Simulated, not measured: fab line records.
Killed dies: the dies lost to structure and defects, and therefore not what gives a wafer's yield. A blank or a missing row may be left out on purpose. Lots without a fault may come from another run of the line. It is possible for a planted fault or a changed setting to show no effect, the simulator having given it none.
fab line records | flow gf180mcu
[record] lots = 6 wafers = 17 last_day = 34
route steps=602 shown V5@551 TOP_METAL@567
lots untouched by any fault: they come from a run of this same line in which no faults occurred
start_h: hours from the record's opening day to when the first of the lot's shown wafers began | wait_h: how many hours have passed since the lot's step before this one | " the same as in the row above | L1.1+2: a row that stands for several wafers | - value missing, or start not given | * or withheld: withheld | < > ~ a bound
route shown NAME@n: names a module that has steps shown in the file, with the first one's number in the route | usual: the fault-free wafers' mean and standard deviation | same: alike in all rows | chamber/n: place in a boat | sites: readings site by site | _std_site: standard deviation of those values | _edge_site: the outer-site mean with the inner-site mean subtracted | radius_mm: for every site, how far away it sits from the centre of the wafer | mask NAME#n: copy n | behind: the tool/chamber that last shaped the wafer | hold: why the lot was held/for how many hours/how that ended | device: the transistor (n, p or np) that didn't switch | end of line: the same wafers' tests at the end of the route | a step given without rows: its recipe and nothing more | killed: not the wafer's yield, but the dies lost to structure and defects at the first sort | map: shows each die of a wafer: x if killed, . if not, _ if none is there
set.NAME: the setting that was run; set.NAME@STEP: the one run at that earlier step | model.NAME: the simulator's own value behind a step, which no gauge read
certain route steps with their lots: each step a table, each wafer a row
services: when a tool's chamber went out of use (start_h, in hours from the record's first day, below 0 if earlier), for how many hours, and the reason
[[steps]]
[step GF_V5_EXPOSE_11]
[recipe] mask_id = Via5 target_cd_nm = 260 na = 0.68 source_shape = conventional sigma_outer = 0.6 dose_mj = 38
[step GF_V5_PEB_12]
[recipe] peb_temp_c = 135 peb_time_s = 90 resist = KrF
[step GF_V5_DEVELOP_13]
[recipe] develop_time_s = 60 resist = KrF dev_temp_c = 21
[step GF_V5_CD_MEAS_14]
[recipe] target_cd_nm = 260
[usual] cd_nm = 260.4/1.4
// columns lot.wafer tool chamber start_h wait_h cd_nm
L880.2 cd_sem-01 - 647.55 0.1 260.2
L880.4 " - " " 261.4
L880.5 " - " " 261.1
L885.1 cd_sem-02 - 660.43 0.1 260.2
L885.2 " - " " 260.8
L885.5 " - " " 259.8
L892.2 cd_sem-02 - 712.30 0.1 261.0
L892.4 " - " " 260.9
L893.1 cd_sem-02 - 714.83 0.1 260.9
L893.2 " - " " 261.4
L893.4 " - " " 261.1
L895.2 cd_sem-02 - 732.69 0.1 263.2
L895.3 " - " " 262.1
L895.6 " - " " 263.2
L902.1 cd_sem-02 - 773.27 0.1 256.8
L902.2 " - " " 257.8
L902.5 " - " " 258.5
[step GF_V5_OVL_MEAS_15]
[usual] V5_OVL = 0/5.6
// columns lot.wafer tool chamber start_h wait_h V5_OVL[nm]
L880.2 overlay-01 - 647.65 0.1 9
L880.4 " - " " -3
L880.5 " - " " -4
L885.1 overlay-01 - 660.55 0.1 -1
L885.2 " - " " -4
L885.5 " - " " -5
L892.2 overlay-01 - 712.40 0.1 8
L892.4 " - " " 11
L893.1 overlay-02 - 714.95 0.1 7
L893.2 " - " " 2
L893.4 " - " " 13
L895.2 overlay-02 - 732.80 0.1 6
L895.3 " - " " -5
L895.6 " - " " 3
L902.1 overlay-02 - 773.39 0.1 4
L902.2 " - " " 5
L902.5 " - " " 5
[step GF_V5_ETCH_16]
[recipe] chemistry = N2/H2 target_depth_a = withheld overetch_a = withheld time_s = withheld target = BARC ion_energy_ev = 200 source_w = 500 bias_w = 100 pressure_mtorr = 30 n2_flow_sccm = 100 h2_flow_sccm = 200
[usual] drypump_motor_current_A = 5.8/0.41 oes_product_au = 0.854/0.0047 throttle_valve_pct = 13.223/0.0092
// columns lot.wafer tool chamber start_h wait_h drypump_motor_current_A oes_product_au throttle_valve_pct
L880.2 rie_diel-01 2 647.68 0.0 6.1 0.848 13.225
L880.4 " 0 " " 6.1 0.853 13.215
L880.5 " 2 " " 6.2 0.859 13.232
L885.1 rie_diel-01 3 660.59 0.0 5.8 0.855 13.222
L885.2 " 0 " " 6.1 0.849 13.225
L885.5 " 3 " " 5.8 0.858 13.226
L892.2 rie_diel-01 2 712.43 0.0 6.2 0.850 13.227
L892.4 " 0 " " 6.1 0.857 13.230
L893.1 rie_diel-01 0 714.99 0.0 6.1 0.848 13.209
L893.2 " 3 " " 5.8 0.857 13.215
L893.4 " 1 " " 5.7 0.852 13.240
L895.2 rie_diel-04 0 732.83 0.0 5.1 0.855 13.227
L895.3 " 1 " " 6.0 0.850 13.211
L895.6 " 1 " " 6.0 0.856 13.245
L902.1 rie_diel-04 0 773.43 0.0 5.0 0.848 13.213
L902.2 " 3 " " 5.6 0.853 13.214
L902.5 " 0 " " 5.0 0.861 13.227
[step GF_V5_ETCH_17]
[recipe] chemistry = C4F8/O2/Ar mask_material = KrF target = SiO2 stop_on = TiN source_w = 1500 bias_w = 1200 pressure_mtorr = 40 c4f8_flow_sccm = withheld O2_flow_sccm = 6 Ar_flow_sccm = 300 time_s = withheld target_depth_a = 8550
[step GF_V5_STRIP_18]
[recipe] chemistry = O2/N2 power_w = 1400 pressure_mtorr = 1500 platen_temp_c = 250 o2_flow_sccm = 3000 n2_flow_sccm = 300 overash_fraction = 0.5
[usual] drypump_motor_current_A = 5.9/0.36 heater_power_w = 326/16 oes_product_au = 0.569/0.0051
[same] overash_fraction = 0.5
// columns lot.wafer tool chamber start_h wait_h drypump_motor_current_A heater_power_w oes_product_au rf_hours_counter_h
L880.2 plasma_asher-04 1 647.83 - 6.0 328 0.576 24
L880.4 " 0 " " 6.0 318 0.567 -
L880.5 " 0 " " 6.0 317 0.571 -
L885.1 plasma_asher-04 0 660.74 - 6.0 317 0.577 25
L885.2 " 1 " " 6.0 323 0.569 25
L885.5 " 1 " " 5.9 315 0.566 -
L892.2 plasma_asher-03 0 712.58 - 6.1 341 0.575 105
L892.4 " 0 " " 6.1 337 0.572 -
L893.1 plasma_asher-03 1 715.14 - 6.0 355 0.555 105
L893.2 " 0 " " 6.1 346 0.571 105
L893.4 " 0 " " 6.1 346 0.575 -
L895.2 plasma_asher-04 0 732.98 - 6.0 320 0.570 33
L895.3 " 0 " " 6.0 323 0.579 -
L895.6 " 0 " " 6.1 319 0.572 -
L902.1 plasma_asher-04 0 773.58 - 6.0 318 0.570 38
L902.2 " 1 " " 5.9 321 0.578 38
L902.5 " 1 " " 6.0 310 0.565 -
[step GF_V5_STRIP_19]
[recipe] chemistry = post_etch_residue_remover time_s = 1200 temp_c = 72.5
[step GF_V5_CLEAN_20]
[recipe] chemistry = DIW dry = n2_spin
[step GF_V5_SPUTTER_21]
[recipe] material = Ti target_thk_nm = 15 chamber_pressure_pa = 5 power_w = 2500 substrate_temp_c = 200 time_s = 80.02
[usual] throttle_valve_pct = 30.4/0.92
// columns lot.wafer tool chamber start_h wait_h throttle_valve_pct
L880.2 pvd_sputter-02 - 648.40 0.0 29.9
L880.4 " - " " 29.1
L880.5 " - " " 29.8
L885.1 pvd_sputter-04 - 661.32 0.0 30.5
L885.2 " - " " 32.3
L885.5 " - " " 30.6
L892.2 pvd_sputter-01 - 713.12 0.0 30.5
L892.4 " - " " 31.6
L893.1 pvd_sputter-02 - 715.68 0.0 29.3
L893.2 " - " " 29.8
L893.4 " - " " 29.8
L895.2 pvd_sputter-02 - 733.56 0.0 29.7
L895.3 " - " " 29.1
L895.6 " - " " 30.8
L902.1 pvd_sputter-02 - 774.12 0.0 29.6
L902.2 " - " " 29.2
L902.5 " - " " 29.6
[step GF_V5_SPUTTER_22]
[recipe] material = TiN target_thk_nm = 10 chamber_pressure_pa = 5 power_w = 4000 time_s = 40
[usual] throttle_valve_pct = 30.4/0.91
// columns lot.wafer tool chamber start_h wait_h throttle_valve_pct
L880.2 pvd_sputter-02 - 648.46 0.0 29.7
L880.4 " - " " 28.9
L880.5 " - " " 29.6
L885.1 pvd_sputter-04 - 661.38 0.0 30.5
L885.2 " - " " 32.2
L885.5 " - " " 30.3
L892.2 pvd_sputter-01 - 713.18 0.0 30.6
L892.4 " - " " 31.5
L893.1 pvd_sputter-02 - 715.74 0.0 29.1
L893.2 " - " " 29.9
L893.4 " - " " 29.8
L895.2 pvd_sputter-02 - 733.62 0.0 29.9
L895.3 " - " " 29.0
L895.6 " - " " 30.3
L902.1 pvd_sputter-02 - 774.18 0.0 29.8
L902.2 " - " " 29.0
L902.5 " - " " 29.6
[step GF_V5_CVD_23]
[recipe] material = W target_thk_nm = 350 time_s = 104.9 temp_c = 400 pressure_torr = 40
[usual] heater_power_w = 894/90
// columns lot.wafer tool chamber start_h wait_h heater_power_w since_wet_clean_h model.W_of_V5_CVD_23.thk_nm
L880.2 cvd_w-02 0 648.50 0.0 922 245 357.8
L880.4 " 1 " " 808 - 351.4
L880.5 " 0 " " 912 - 360.4
L885.1 cvd_w-01 0 661.42 0.0 999 757 348.5
L885.2 " 1 " " 816 757 342.3
L885.5 " 1 " " 822 - 339.6
L892.2 cvd_w-01 1 713.22 0.0 820 809 197.9
L892.4 " 1 " " 804 - 346.1
L893.1 cvd_w-01 1 715.78 0.0 819 812 345.3
L893.2 " 0 " " 1012 812 206.4
L893.4 " 0 " " 1024 - 352.8
L895.2 cvd_w-02 0 733.66 0.0 922 330 360.5
L895.3 " 1 " " 801 - 358.3
L895.6 " 1 " " 814 - 356.3
L902.1 cvd_w-02 0 774.22 0.0 901 370 355.7
L902.2 " 1 " " 796 370 351.6
L902.5 " 1 " " 818 - 348.3
[step GF_V5_RS_MEAS_24]
[recipe] thk_meas_gauge = four-point-probe reads = W_of_V5_CVD_23+TiN_of_V5_SPUTTER_22+Ti_of_V5_SPUTTER_21
[usual] V5_W_RS = 0.326/0.0054
// columns lot.wafer tool chamber start_h wait_h V5_W_RS[ohm/sq]
L880.2 film_metro-02 - 648.63 0.1 0.320
L880.4 " - " " 0.327
L880.5 " - " " 0.318
L885.1 film_metro-04 - 661.53 0.1 0.328
L885.2 " - " " 0.335
L885.5 " - " " 0.338
L892.2 film_metro-04 - 713.35 0.1 0.583
L892.4 " - " " 0.331
L893.1 film_metro-01 - 715.90 0.1 0.332
L893.2 " - " " 0.558
L893.4 " - " " 0.325
L895.2 film_metro-04 - 733.79 0.1 0.319
L895.3 " - " " 0.320
L895.6 " - " " 0.322
L902.1 film_metro-01 - 774.33 0.1 0.323
L902.2 " - " " 0.325
L902.5 " - " " 0.329
[step GF_V5_THK_MEAS_25]
[recipe] thk_meas_gauge = xrf reads = W_of_V5_CVD_23
[usual] V5_W_THK = 347/6.7
// columns lot.wafer tool chamber start_h wait_h V5_W_THK[nm]
L880.2 film_metro-02 - 648.74 0.1 361
L880.4 " - " " 355
L880.5 " - " " 364
L885.1 film_metro-04 - 661.65 0.1 340
L885.2 " - " " 335
L885.5 " - " " 332
L892.2 film_metro-04 - 713.46 0.1 196
L892.4 " - " " 339
L893.1 film_metro-01 - 716.02 0.1 340
L893.2 " - " " 204
L893.4 " - " " 347
L895.2 film_metro-04 - 733.90 0.1 355
L895.3 " - " " 353
L895.6 " - " " 353
L902.1 film_metro-01 - 774.45 0.1 346
L902.2 " - " " 344
L902.5 " - " " 339
[step GF_V5_CMP_26]
[recipe] stop_on = SiO2 down_force_psi = 3.5 platen_rpm = 60 t_overpolish_s = 15 target_thk_nm = 0 pad_velocity_m_s = 0.94248
[usual] motor_current_A = 11.3/0.99 retaining_ring_pressure_frac = 1.000/0.0051 slurry_filter_dp_kPa = 13.51/0.13 time_to_endpoint_s = 84/4.2
// columns lot.wafer tool chamber start_h wait_h motor_current_A retaining_ring_pressure_frac slurry_filter_dp_kPa time_to_endpoint_s
L880.4 cmp-01 0 648.84 0.1 12.1 0.994 13.64 83
L880.2 " 2 " " 10.2 0.996 13.52 83
L880.5 " 3 " " 10.5 1.002 13.39 90
L885.2 cmp-01 2 661.71 0.0 10.5 0.999 13.37 81
L885.1 " 1 " " 12.0 0.997 13.49 81
L885.5 " 3 " " 10.5 0.995 13.36 87
L892.2 cmp-02 3 713.61 0.1 13.1 1.003 13.51 45
L892.4 " 0 " " 10.6 0.998 13.43 90
L893.4 cmp-02 2 716.08 0.0 10.7 0.996 13.48 87
L893.1 " 0 " " 11.4 0.995 13.59 86
L893.2 " 1 " " 11.9 0.993 13.58 48
L895.3 cmp-02 2 733.99 0.1 10.5 1.002 13.45 89
L895.2 " 0 " " 10.8 1.007 13.39 90
L895.6 " 3 " " 12.5 1.000 13.56 81
L902.2 cmp-01 0 774.61 0.1 11.4 1.000 13.54 84
L902.1 " 1 " " 12.1 1.003 13.66 80
L902.5 " 2 " " 9.7 1.011 13.70 83
[step GF_TOP_METAL_SPUTTER_00]
[recipe] material = Ti target_thk_nm = 37.5 arriving_ion_energy_ev = 80 substrate_temp_c = 200 chamber_pressure_pa = 2 power_w = 4000 time_s = 150
[usual] throttle_valve_pct = 30.4/1.2
// columns lot.wafer tool chamber start_h wait_h throttle_valve_pct
L880.2 pvd_sputter-03 - 649.09 0.1 30.8
L880.4 " - " " 31.3
L880.5 " - " " 28.6
L885.1 pvd_sputter-04 - 662.01 0.1 32.4
L885.2 " - " " 30.3
L885.5 " - " " 30.5
L892.2 pvd_sputter-02 - 713.81 0.1 30.2
L892.4 " - " " 30.7
L893.1 pvd_sputter-04 - 716.38 0.1 30.4
L893.2 " - " " 32.4
L893.4 " - " " 29.0
L895.2 pvd_sputter-03 - 734.29 0.1 28.7
L895.3 " - " " 32.2
L895.6 " - " " 31.0
L902.1 pvd_sputter-02 - 774.81 0.1 29.7
L902.2 " - " " 30.8
L902.5 " - " " 30.6
[[services]]
// columns tool chamber start_h hours kind
plasma_asher-04 - 626.95 0.8 repair
cvd_w-01 - 630.45 28.1 pm
pvd_sputter-04 - 636.29 0.5 repair
cmp-02 - 640.18 41.1 repair
cmp-02 - 649.37 23.9 repair
cmp-02 - 659.63 2.8 repair
cvd_w-01 1 674.56 2.1 repair
cmp-02 - 681.24 5.6 pm
cmp-01 - 686.87 4.7 pm
rie_diel-04 0 688.63 3.7 repair
cmp-01 - 696.12 1.6 repair
rie_diel-04 2 697.97 2.3 repair
pvd_sputter-04 - 719.95 3.8 repair
cmp-01 - 730.62 0.5 repair
cmp-01 - 731.11 17.3 pm
plasma_asher-03 - 733.76 9.0 pm
pvd_sputter-04 - 734.20 1.8 repair
cvd_w-02 - 737.62 4.3 pm
cmp-02 - 744.44 4.0 pm
pvd_sputter-04 - 747.71 2.1 repair
pvd_sputter-04 - 756.59 9.6 repair
rie_diel-01 3 761.17 3.2 repair
pvd_sputter-02 1 766.87 - consumable_replace:kit
pvd_sputter-02 1 766.87 18.0 scheduled_down
[[key]]
[first_sign] step = GF_V5_RS_MEAS_24 reading = V5_W_RS direction = up sigmas = 45 usual = 0.326 struck = 0.571
[effect] step = GF_V5_THK_MEAS_25 reading = V5_W_THK direction = down sigmas = 22 usual = 347 struck = 200
[effect] step = GF_V5_CMP_26 reading = time_to_endpoint_s direction = down sigmas = 9.1 usual = * struck = *
[model_effect] step = GF_V5_CVD_23 value = W_of_V5_CVD_23.thk_nm without = 346.9 struck = 202.1
met_at GF_V5_CVD_23
struck_wafers L892.2,L893.2
onset_between 661.42 713.22
[fault] kind = process_parameter_drift tool = cvd_w-01 chamber = - onset_h = 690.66 steps = GF_V5_CVD_23 channel = target_thk_nm offset = -144.25 shape = step end_h = 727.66 scope = struck_wafers_only acts_in = these_recipes_only stated = 350
